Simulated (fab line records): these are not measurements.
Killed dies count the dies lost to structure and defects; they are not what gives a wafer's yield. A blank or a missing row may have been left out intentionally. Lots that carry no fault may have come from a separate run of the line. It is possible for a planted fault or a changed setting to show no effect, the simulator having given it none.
The tool behind it: which one? :: flow sky130 :: 18 wafers from 6 lots sampled at 2 of the route's 708 steps

## WHAT THE GAUGES READ, wafer by wafer
SKY_VT_ADJUST_LVTN_TW_MEAS_21.
lot: L109
measured: day 7 17:21
on: filmMetro-01
VT_ADJUST_LVTN_2_TW: 189 187 188

lot: L117
measured: day 10 13:38
on: filmMetro-01
VT_ADJUST_LVTN_2_TW: 225 226 227

lot: L121
measured: day 11 21:19
on: filmMetro-04
VT_ADJUST_LVTN_2_TW: 186 185 186

lot: L123
measured: day 12 08:22
on: filmMetro-01
VT_ADJUST_LVTN_2_TW: 186 187 185

lot: L127
measured: day 13 04:52
on: filmMetro-02
VT_ADJUST_LVTN_2_TW: 192 193 193

lot: L130
measured: day 13 21:37
on: filmMetro-02
VT_ADJUST_LVTN_2_TW: 194 193 192

## WHAT TOOL EACH LOT RAN ON (gives the tool, then ch and the chambers of the sampled wafers, and finally the start)
lot: L109
SKY_VT_ADJUST_LVTN_IMPLANT_19: implanter-01 ch 0, day 7 17:06

lot: L117
SKY_VT_ADJUST_LVTN_IMPLANT_19: implanter-01 ch 0, day 10 13:05 and implanter-02 ch 0, day 10 13:23

lot: L121
SKY_VT_ADJUST_LVTN_IMPLANT_19: implanter-01 ch 0, day 11 21:05

lot: L123
SKY_VT_ADJUST_LVTN_IMPLANT_19: implanter-02 ch 0, day 12 08:07

lot: L127
SKY_VT_ADJUST_LVTN_IMPLANT_19: implanter-02 ch 0, day 13 04:39

lot: L130
SKY_VT_ADJUST_LVTN_IMPLANT_19: implanter-03 ch 0, day 13 21:22
- SKY_VT_ADJUST_LVTN_IMPLANT_19

## THE ANSWER, worked out from the rows above alone
Rule: usual is defined by the lots themselves. The widest of any qualifying gaps counts: lots, ordered by their means at a reading, are off when they make up no more than a third of the lots, leave a main group of 4 or more, and stand apart from it by 3 or more times the standard deviation of that group's means. A main group is skipped when, at the precision printed for the reading in the tables above, its means are all equal. Also off: a lot with no number at a reading for which 4 or more lots have one. The other lots that the step has rows for count as sound.
Off: L117, at SKY_VT_ADJUST_LVTN_TW_MEAS_21 (VT_ADJUST_LVTN_2_TW). For the main group the mean is 189 and the standard deviation 3.2.
A tool fits if, at a process step before that reading, it ran every lot that is off, and no sound lot after the first of them. Gauges at SKY_VT_ADJUST_LVTN_TW_MEAS_21: tried the same way as those tools. No candidate that was tried fits.

## WHAT THE SIMULATOR HAD PUT IN
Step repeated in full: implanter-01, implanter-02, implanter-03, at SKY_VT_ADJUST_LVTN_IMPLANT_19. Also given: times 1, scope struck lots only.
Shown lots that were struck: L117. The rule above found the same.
